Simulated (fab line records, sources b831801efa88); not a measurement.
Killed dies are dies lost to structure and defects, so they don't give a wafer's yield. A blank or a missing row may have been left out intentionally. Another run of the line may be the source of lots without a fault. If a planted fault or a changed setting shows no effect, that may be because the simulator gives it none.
fab line records	flow sky130
record: lots: 7	wafers: 21	last-day: 49
route steps=708 shown METAL1@446 VIA1@458 PAD_OPEN@708
lots with no fault: from the same line, run without faults
start-h: hours from the record's first day to the start of the lot's first wafer shown	wait-h: hours elapsed since this lot's preceding step	" the same as in the row above	L1.1+2: a row that stands for several wafers	- no value, or no start given	* or withheld: withheld	< > ~ a bound
route shown NAME@n: a module of which the file shows steps, and the number in the route of the first	usual: mean/standard deviation taken from wafers without a fault	same: alike in all rows	chamber/n: place in a boat	sites: readings site by site	_std_site: their standard deviation	_edge_site: the outer-site mean with the inner-site mean subtracted	radius-mm: for every site, how far away it sits from the centre of the wafer	mask NAME#n: copy n	behind: the most recent tool/chamber to have shaped the wafer	hold: reason for holding the lot/hours on hold/outcome of the hold	device: which transistor (n, p or np) failed to switch	end of line: tests of these same wafers at the route's end	a step given without rows: its recipe and nothing more	killed: not the wafer's yield, but the dies lost to structure and defects at the first sort	map: a wafer's dies, x killed, . not, _ none there
set.NAME: the setting that was run; set.NAME@STEP: the one run at that earlier step	model.NAME: the simulator's own value behind a step, which no gauge read
a table for each step, a row for each wafer; lots at some steps of the route
services: the hour from which a tool's chamber was out of use, counted from the record's first day as start-h (under 0 if before that day), plus the number of hours and why
== steps ==
step: SKY_METAL1_EXPOSE_12
recipe: mask-id: MM1	na: 0.8	source-shape: annular	sigma-inner: 0.55	sigma-outer: 0.85	target-cd-nm: 140	dose-mj: 28
step: SKY_METAL1_PEB_13
recipe: peb-temp-c: withheld	peb-time-s: withheld	resist: KrF-thick
step: SKY_METAL1_DEVELOP_14
recipe: develop-time-s: 60	resist: KrF-thick	dev-temp-c: 21
step: SKY_METAL1_CD_MEAS_15
recipe: target-cd-nm: 140
usual: cd-nm: 139.8/1.7
lot.wafer	tool	chamber	start-h	wait-h	cd-nm
L679.3	cd-sem-02	-	779.40	-	139.4
L679.5	"	-	"	"	140.0
L679.6	"	-	"	"	140.8
L682.1	cd-sem-01	-	802.21	-	139.3
L682.3	"	-	"	"	140.6
L682.6	"	-	"	"	140.5
L692.1	cd-sem-02	-	907.61	-	137.3
L692.4	"	-	"	"	137.9
L692.6	"	-	"	"	138.4
L695.1	cd-sem-02	-	914.50	-	141.7
L695.4	"	-	"	"	142.1
L695.5	"	-	"	"	143.6
L696.4	cd-sem-02	-	916.77	-	137.1
L696.5	"	-	"	"	139.3
L696.6	"	-	"	"	137.8
L694.2	cd-sem-02	-	917.73	-	137.8
L694.5	"	-	"	"	140.8
L694.6	"	-	"	"	138.0
L697.1	cd-sem-02	-	919.92	-	135.1
L697.3	"	-	"	"	136.1
L697.5	"	-	"	"	136.4
step: SKY_METAL1_OVL_MEAS_16
usual: METAL1_OVL: -1/4.6
lot.wafer	tool	chamber	start-h	wait-h	METAL1_OVL[nm]
L679.3	overlay-02	-	779.50	0.1	0
L679.5	"	-	"	"	0
L679.6	"	-	"	"	-6
L682.1	overlay-01	-	802.33	0.1	-7
L682.3	"	-	"	"	1
L682.6	"	-	"	"	-4
L692.1	overlay-02	-	907.73	0.1	1
L692.4	"	-	"	"	-5
L692.6	"	-	"	"	4
L695.1	overlay-02	-	914.62	0.1	-4
L695.4	"	-	"	"	-14
L695.5	"	-	"	"	2
L696.4	overlay-02	-	916.85	0.1	1
L696.5	"	-	"	"	-6
L696.6	"	-	"	"	-1
L694.2	overlay-01	-	917.84	0.1	-2
L694.5	"	-	"	"	-3
L694.6	"	-	"	"	1
L697.1	overlay-02	-	920.04	0.1	5
L697.3	"	-	"	"	2
L697.5	"	-	"	"	9
step: SKY_METAL1_DESCUM_17
recipe: chemistry: O2	source-power-w: 150	bias-power-w: 0	pressure-mtorr: 10	temp-c: 40	time-s: 8
usual: drypump-motor-current-A: 5.9/0.42	oes-product-au: 0.999/0.015
lot.wafer	tool	chamber	start-h	wait-h	drypump-motor-current-A	oes-product-au	rf-hours-counter-h
L679.3	rie-metal-02	1	779.53	0.0	5.6	1.006	-
L679.5	"	1	"	"	5.6	1.009	-
L679.6	"	0	"	"	5.5	0.985	-
L682.1	rie-metal-03	1	802.37	0.0	5.9	0.980	10
L682.3	"	0	"	"	6.4	0.988	-
L682.6	"	0	"	"	6.4	0.997	-
L692.1	rie-metal-03	0	907.77	0.0	6.4	1.000	7
L692.4	"	0	"	"	6.4	1.008	-
L692.6	"	0	"	"	6.4	0.993	-
L695.1	rie-metal-03	1	914.66	0.0	5.9	0.987	16
L695.4	"	1	"	"	5.8	0.980	-
L695.5	"	1	"	"	5.8	0.988	-
L696.4	rie-metal-03	0	916.88	0.0	6.3	0.985	-
L696.5	"	0	"	"	6.4	0.985	-
L696.6	"	1	"	"	5.8	0.975	-
L694.2	rie-metal-01	0	917.88	0.0	6.3	1.015	-
L694.5	"	0	"	"	6.3	1.028	-
L694.6	"	0	"	"	6.3	1.027	-
L697.1	rie-metal-02	0	920.08	0.0	5.5	0.993	10
L697.3	"	0	"	"	5.5	1.000	-
L697.5	"	0	"	"	5.5	0.999	-
step: SKY_METAL1_ETCH_18
recipe: chemistry: N2/H2	target: BARC	ion-energy-ev: 200	bias-w: 100	pressure-mtorr: 30	n2-flow-sccm: 100	h2-flow-sccm: 200	icp-w: 500	stop-on: SiO2	time-s: 45.9	target-depth-a: 600
usual: drypump-motor-current-A: 6.0/0.42	h2-flow-sccm: 200.0/0.53	n2-flow-sccm: 100.0/0.32	oes-product-au: 0.854/0.0053	throttle-valve-pct: 13.224/0.0087
lot.wafer	tool	chamber	start-h	wait-h	drypump-motor-current-A	h2-flow-sccm	n2-flow-sccm	oes-product-au	rf-hours-counter-h	throttle-valve-pct
L679.3	rie-metal-02	1	779.57	0.0	5.7	200.2	100.2	0.848	-	13.234
L679.5	"	1	"	"	5.6	200.1	100.2	0.856	-	13.204
L679.6	"	0	"	"	5.5	201.1	99.7	0.850	-	13.233
L682.1	rie-metal-03	1	802.40	0.0	5.8	199.3	99.6	0.857	10	13.213
L682.3	"	0	"	"	6.4	200.4	100.2	0.855	-	13.216
L682.6	"	0	"	"	6.4	200.0	100.5	0.847	-	13.222
L692.1	rie-metal-03	0	907.80	0.0	6.3	200.3	99.8	0.855	7	13.207
L692.4	"	0	"	"	6.4	199.7	100.3	0.861	-	13.214
L692.6	"	0	"	"	6.3	199.9	100.0	0.861	-	13.214
L695.1	rie-metal-03	1	914.69	0.0	5.9	200.5	100.0	0.857	16	13.214
L695.4	"	1	"	"	5.9	200.3	100.1	0.860	-	13.247
L695.5	"	1	"	"	5.9	200.5	99.7	0.863	-	13.226
L696.4	rie-metal-03	0	916.92	0.0	6.4	199.5	99.3	0.850	-	13.217
L696.5	"	0	"	"	6.4	200.4	99.7	0.856	-	13.224
L696.6	"	1	"	"	5.9	199.7	99.7	0.861	-	13.218
L694.2	rie-metal-01	0	917.95	0.1	6.3	200.0	99.8	0.856	-	13.226
L694.5	"	0	"	"	6.4	200.1	99.9	0.849	-	13.233
L694.6	"	0	"	"	6.4	199.4	99.8	0.866	-	13.237
L697.1	rie-metal-02	0	920.11	0.0	5.5	200.7	100.1	0.858	10	13.225
L697.3	"	0	"	"	5.5	199.3	100.5	0.851	-	13.212
L697.5	"	0	"	"	5.5	200.9	100.1	0.847	-	13.242
step: SKY_METAL1_METAL_ETCH_19
recipe: target-depth-a: 3600	stop-on: SiO2	over-etch-frac: 0.3	time-s: 78	chemistry: Cl2/BCl3	resist-sidewall-deg: 88	pressure-mtorr: 10	icp-w: 900	bias-w: 48.5	Cl2_flow_sccm: 60	bcl3-flow-sccm: 30
usual: drypump-motor-current-A: 5.9/0.41	oes-product-au: 0.854/0.0062	throttle-valve-pct: 22.264/0.0094
lot.wafer	tool	chamber	start-h	wait-h	drypump-motor-current-A	oes-product-au	rf-hours-counter-h	throttle-valve-pct
L679.3	rie-metal-02	1	779.64	0.1	5.7	0.840	-	22.266
L679.5	"	1	"	"	5.7	0.855	-	22.270
L679.6	"	0	"	"	5.5	0.853	-	22.274
L682.1	rie-metal-03	1	802.46	0.0	5.9	0.852	11	22.255
L682.3	"	0	"	"	6.4	0.846	-	22.251
L682.6	"	0	"	"	6.4	0.853	-	22.273
L692.1	rie-metal-03	0	907.87	0.0	6.4	0.857	7	22.257
L692.4	"	0	"	"	6.3	0.847	-	22.272
L692.6	"	0	"	"	6.4	0.848	-	22.268
L695.1	rie-metal-03	1	914.75	0.0	5.9	0.848	16	22.279
L695.4	"	1	"	"	5.8	0.856	-	22.259
L695.5	"	1	"	"	5.9	0.853	-	22.265
L696.4	rie-metal-03	0	916.99	0.1	6.3	0.843	-	22.251
L696.5	"	0	"	"	6.3	0.855	-	22.252
L696.6	"	1	"	"	5.8	0.850	-	22.252
L694.2	rie-metal-01	0	918.09	0.1	6.3	0.854	-	22.268
L694.5	"	0	"	"	6.3	0.859	-	22.264
L694.6	"	0	"	"	6.3	0.854	-	22.254
L697.1	rie-metal-02	0	920.17	0.0	5.5	0.853	10	22.250
L697.3	"	0	"	"	5.5	0.854	-	22.269
L697.5	"	0	"	"	5.5	0.846	-	22.268
step: SKY_METAL1_STRIP_20
recipe: chemistry: O2/N2	power-w: 1400	pressure-mtorr: 1500	platen-temp-c: withheld	o2-flow-sccm: 3000	n2-flow-sccm: 300	overash-fraction: 0.5
usual: drypump-motor-current-A: 5.51/0.21	n2-flow-sccm: 300.3/2.4	oes-product-au: 0.343/0.0052	strip-time-to-endpoint-s: 2.70/0.065
same: overash-fraction: 0.5
lot.wafer	tool	chamber	start-h	wait-h	drypump-motor-current-A	n2-flow-sccm	oes-product-au	rf-hours-counter-h	strip-time-to-endpoint-s
L679.3	plasma-asher-04	0	779.74	0.1	5.56	299.4	0.341	-	2.65
L679.5	"	1	"	"	5.42	299.8	0.339	-	2.68
L679.6	"	0	"	"	5.56	299.9	0.346	-	2.77
L682.1	plasma-asher-02	1	802.55	0.1	5.55	299.3	0.348	98	2.71
L682.3	"	1	"	"	5.57	300.6	0.350	-	2.69
L682.6	"	1	"	"	5.54	300.4	0.347	-	2.70
L692.1	plasma-asher-04	0	907.96	0.1	5.63	299.2	0.340	78	2.76
L692.4	"	0	"	"	5.62	301.7	0.348	-	2.70
L692.6	"	0	"	"	5.60	300.2	0.346	-	2.75
L695.1	plasma-asher-02	0	914.84	0.1	5.83	300.8	0.342	110	2.78
L695.4	"	1	"	"	5.56	299.1	0.348	-	2.77
L695.5	"	0	"	"	5.87	299.4	0.346	-	2.80
L696.4	plasma-asher-01	1	917.08	0.1	5.35	298.9	0.338	-	2.74
L696.5	"	1	"	"	5.36	299.3	0.340	-	2.76
L696.6	"	0	"	"	5.19	301.0	0.348	-	2.78
L694.2	plasma-asher-01	0	918.24	0.1	5.19	299.8	0.337	45	2.67
L694.5	"	1	"	"	5.34	299.5	0.337	-	2.61
L694.6	"	0	"	"	5.26	299.7	0.347	-	2.61
L697.1	plasma-asher-02	1	920.26	0.1	5.57	299.2	0.345	111	2.69
L697.3	"	0	"	"	5.86	301.3	0.351	-	2.69
L697.5	"	0	"	"	5.87	300.8	0.347	-	2.74
step: SKY_METAL1_STRIP_21
recipe: chemistry: post-etch-residue-remover	time-s: 1200	temp-c: 72.5
step: SKY_METAL1_CLEAN_22
recipe: chemistry: IPA	time-s: 180	temp-c: 25
step: SKY_METAL1_CLEAN_23
recipe: chemistry: O3/DIW	dry: n2-spin
step: SKY_VIA1_HDPCVD_00
recipe: material: SiO2	target-thk-nm: 1030	sigma-open-frac: 0.3	time-s: 171.7	temp-c: 400	sih4-flow-sccm: 60	pressure-mtorr: 6
usual: sih4-flow-sccm: 60.00/0.16
lot.wafer	tool	chamber	start-h	wait-h	sih4-flow-sccm	model.SiO2_of_VIA1_HDPCVD_00.thk-nm
L679.3	hdpcvd-01	2	780.30	0.0	59.82	1023
L679.5	"	2	"	"	59.92	1030
L679.6	"	1	"	"	60.06	1012
L682.1	hdpcvd-02	2	803.15	0.0	59.89	1048
L682.3	"	0	"	"	59.92	1042
L682.6	"	0	"	"	59.98	1029
L692.1	hdpcvd-02	1	908.55	0.0	48.07	843.7
L692.4	"	2	"	"	48.04	837.2
L692.6	"	0	"	"	48.03	816.2
L695.1	hdpcvd-01	1	915.49	0.0	59.92	1033
L695.4	"	1	"	"	59.92	1029
L695.5	"	2	"	"	59.91	1020
L696.4	hdpcvd-02	2	917.79	0.1	48.27	843.1
L696.5	"	1	"	"	48.09	836.6
L696.6	"	0	"	"	47.94	828.9
L694.2	hdpcvd-02	1	918.89	0.0	48.23	839
L694.5	"	2	"	"	47.99	827.3
L694.6	"	0	"	"	47.80	824.6
L697.1	hdpcvd-01	2	920.87	0.0	59.97	1020
L697.3	"	1	"	"	59.92	1032
L697.5	"	0	"	"	59.95	1025
step: SKY_VIA1_THK_MEAS_01
recipe: reads: SiO2_of_VIA1_HDPCVD_00
usual: VIA1_HDPCVD_THK: 1032/11
lot.wafer	tool	chamber	start-h	wait-h	VIA1_HDPCVD_THK[nm]
L679.3	film-metro-01	-	780.43	0.1	1024
L679.5	"	-	"	"	1030
L679.6	"	-	"	"	1012
L682.1	film-metro-04	-	803.26	0.1	1049
L682.3	"	-	"	"	1042
L682.6	"	-	"	"	1029
L692.1	film-metro-01	-	908.66	0.1	844
L692.4	"	-	"	"	837
L692.6	"	-	"	"	816
L695.1	film-metro-01	-	915.60	0.1	1034
L695.4	"	-	"	"	1029
L695.5	"	-	"	"	1020
L696.4	film-metro-01	-	917.88	0.0	843
L696.5	"	-	"	"	837
L696.6	"	-	"	"	829
L694.2	film-metro-04	-	919.01	0.1	839
L694.5	"	-	"	"	827
L694.6	"	-	"	"	825
L697.1	film-metro-01	-	920.99	0.1	1020
L697.3	"	-	"	"	1032
L697.5	"	-	"	"	1025
step: SKY_VIA1_CMP_02
recipe: material: SiO2	down-force-psi: 4	platen-rpm: 60	pad-velocity-m-s: 0.94248
usual: edge-zone-pressure-frac: 1.000/0.0049	motor-current-A: 12.2/0.98	platen-rpm: 60.00/0.042
lot.wafer	tool	chamber	start-h	wait-h	edge-zone-pressure-frac	motor-current-A	platen-rpm
L679.3	cmp-02	1	780.62	0.2	0.995	12.3	59.99
L679.6	"	2	"	"	0.990	11.4	59.94
L679.5	"	3	"	"	1.004	13.8	60.00
L682.1	cmp-01	3	803.37	0.1	1.010	11.3	60.06
L682.3	"	1	"	"	0.998	12.5	59.99
L682.6	"	2	"	"	0.998	12.7	60.02
L692.4	cmp-02	1	909.29	0.6	0.996	12.7	60.03
L692.1	"	3	"	"	0.991	13.2	60.01
L692.6	"	0	"	"	0.996	13.7	60.04
L695.4	cmp-01	2	915.98	0.3	1.002	12.5	60.06
L695.1	"	0	"	"	0.999	10.6	60.00
L695.5	"	3	"	"	1.000	11.9	59.96
L696.4	cmp-02	0	918.06	0.2	0.994	13.5	59.94
L696.5	"	1	"	"	1.000	13.1	60.02
L696.6	"	2	"	"	1.004	10.9	60.01
L694.2	cmp-01	0	919.16	0.1	1.002	11.1	59.99
L694.6	"	2	"	"	0.995	12.7	59.94
L694.5	"	3	"	"	0.992	11.8	59.98
L697.3	cmp-02	0	921.05	0.0	1.000	13.2	59.96
L697.1	"	1	"	"	0.996	12.4	60.02
L697.5	"	1	"	"	0.993	12.3	60.08
step: SKY_PAD_OPEN_PROBE_99
usual: defect-limited-yield: 82.8/1.9	killed_at_M0_to_M3: 42/6.3	killed_at_M4_up: 3.2/1.9	killed-at-contacts: 24/5.8	killed-at-front-end: 15/4.3	killed-at-other: 0.2/0.62	killed-dies: 85/9.3	killed-open: 46/6.8	killed-short: 38/6.1	sort_bin_3_pad_short: 0.8/0.43	sort_bin_5_function: 10.2/1.5	sort_bin_6_memory: 6.2/1.1	sort-n-pass: 407/9.3	sort-yield-pct: 82.8/1.9
same: gross-dies: 492	killed-at-back-side: 0	sort_bin_4_leakage[%]: 0	sort_bin_8_speed[%]: 0
lot.wafer	tool	chamber	start-h	wait-h	defect-limited-yield[%]	killed_at_M0_to_M3	killed_at_M4_up	killed-at-contacts	killed-at-front-end	killed-at-other	killed-dies	killed-open	killed-short	sort_bin_3_pad_short[%]	sort_bin_5_function[%]	sort_bin_6_memory[%]	sort-n-pass	sort-yield-pct[%]
L682.1	prober-01	-	1096.91	0.1	82.9	38	4	25	17	0	84	48	35	1.6	10.4	5.1	408	82.9
L682.3	prober-01	-	1097.01	0.2	81.5	50	3	22	16	0	91	52	37	0.6	10.8	7.1	401	81.5
L682.6	prober-01	-	1097.16	0.2	84.1	31	4	19	23	1	78	40	36	0.6	8.7	6.5	414	84.1
L692.1	prober-01	-	1177.39	0.1	79.5	54	2	24	21	0	101	60	40	0.6	13.0	6.9	391	79.5
L692.4	prober-01	-	1177.54	0.2	79.5	52	1	29	19	0	101	50	50	0.2	12.2	8.1	391	79.5
L692.6	prober-01	-	1177.64	0.2	81.7	40	4	24	22	0	90	44	44	1.4	9.1	7.7	402	81.7
killed by level:class
L682.1 LI_CONTACT:geometric-particle:open=8 CONTACT:geometric-particle:open=7 VIA1:geometric-particle:open=7 CONTACT:geometric-particle:short=5 METAL2:geometric-particle:short=5 VIA2:geometric-particle:open=5 VIA3:geometric-particle:short=5 VIA3:geometric-particle:open=5
L682.3 VIA1:geometric-particle:open=15 CONTACT:geometric-particle:open=8 LI_CONTACT:geometric-particle:open=7 VIA2:geometric-particle:open=6 METAL2:geometric-particle:short=6 POLY_GATE:geometric-particle:open=5 LI_CONTACT:geometric-particle:short=4 METAL1:geometric-particle:short=4
L682.6 CONTACT:geometric-particle:open=8 LI_CONTACT:geometric-particle:open=6 POLY_GATE:geometric-particle:open=5 VIA1:geometric-particle:open=5 METAL2:geometric-particle:short=5 FIELD_ISO:geometric-particle:short=4 POLY_GATE:geometric-particle:short=4 VIA2:geometric-particle:short=4
L692.1 VIA1:geometric-particle:open=18 VIA3:geometric-particle:open=10 CONTACT:geometric-particle:open=9 FIELD_ISO:geometric-particle:short=6 POLY_GATE:geometric-particle:open=5 METAL1:geometric-particle:short=5 LI_CONTACT:geometric-particle:open=5 CONTACT:geometric-particle:short=5
L692.4 CONTACT:geometric-particle:open=10 METAL1:geometric-particle:short=10 VIA2:geometric-particle:open=8 POLY_GATE:geometric-particle:short=7 LI_CONTACT:geometric-particle:open=7 VIA1:geometric-particle:open=7 VIA3:geometric-particle:short=7 VIA3:geometric-particle:open=7
L692.6 LI_CONTACT:geometric-particle:open=7 POLY_GATE:geometric-particle:short=6 CONTACT:geometric-particle:open=6 METAL2:geometric-particle:short=6 METAL1:geometric-particle:short=6 VIA1:geometric-particle:open=6 FIELD_ISO:geometric-particle:short=5 FIELD_ISO:geometric-particle:open=5
== services ==
tool	chamber	start-h	hours	kind
rie-metal-01	1	759.54	13.8	repair
hdpcvd-02	0	767.72	2.4	repair
hdpcvd-02	-	779.47	0.9	repair
cmp-01	-	784.00	1.0	repair
cmp-02	-	784.37	0.5	repair
cmp-02	-	791.76	2.2	repair
rie-metal-02	1	793.84	40.4	repair
rie-metal-02	0	798.89	27.8	repair
plasma-asher-01	-	806.17	10.0	pm
rie-metal-01	1	808.44	-	clean
rie-metal-01	1	808.44	21.8	scheduled-down
rie-metal-01	1	808.44	21.8	vent-cycle
cmp-02	-	812.98	4.3	repair
cmp-01	-	817.42	1.1	repair
rie-metal-02	-	826.67	2.7	pm
rie-metal-01	1	848.14	5.9	repair
plasma-asher-04	-	859.55	1.1	repair
cmp-01	-	862.20	1.0	repair
rie-metal-01	0	868.32	1.5	repair
rie-metal-01	1	891.50	63.0	repair
hdpcvd-01	-	900.04	2.8	pm
cmp-02	-	912.48	4.0	pm
cmp-02	-	916.48	-	consumable-replace:conditioner
cmp-02	-	916.48	-	consumable-replace:pad
== key ==
first-sign: step: SKY_VIA1_HDPCVD_00	reading: sih4-flow-sccm	direction: down	sigmas: 73	usual: 60.00	struck: 48.05
effect: step: SKY_VIA1_THK_MEAS_01	reading: VIA1_HDPCVD_THK	direction: down	sigmas: 17	usual: 1032	struck: 833
model-effect: step: SKY_VIA1_HDPCVD_00	value: SiO2_of_VIA1_HDPCVD_00.thk-nm	without: 1039	struck: 833
met-at SKY_VIA1_HDPCVD_00
struck-wafers L692.1,L692.4,L692.6,L694.2,L694.5,L694.6,L696.4,L696.5,L696.6
onset-between 803.15 908.55
fault: kind: process-parameter-drift	tool: hdpcvd-02	chamber: -	onset-h: 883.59	steps: SKY_VIA1_HDPCVD_00	channel: sih4-flow-sccm	offset: -12	shape: step	end-h: 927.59	acts-in: these-recipes-only	stated: 60
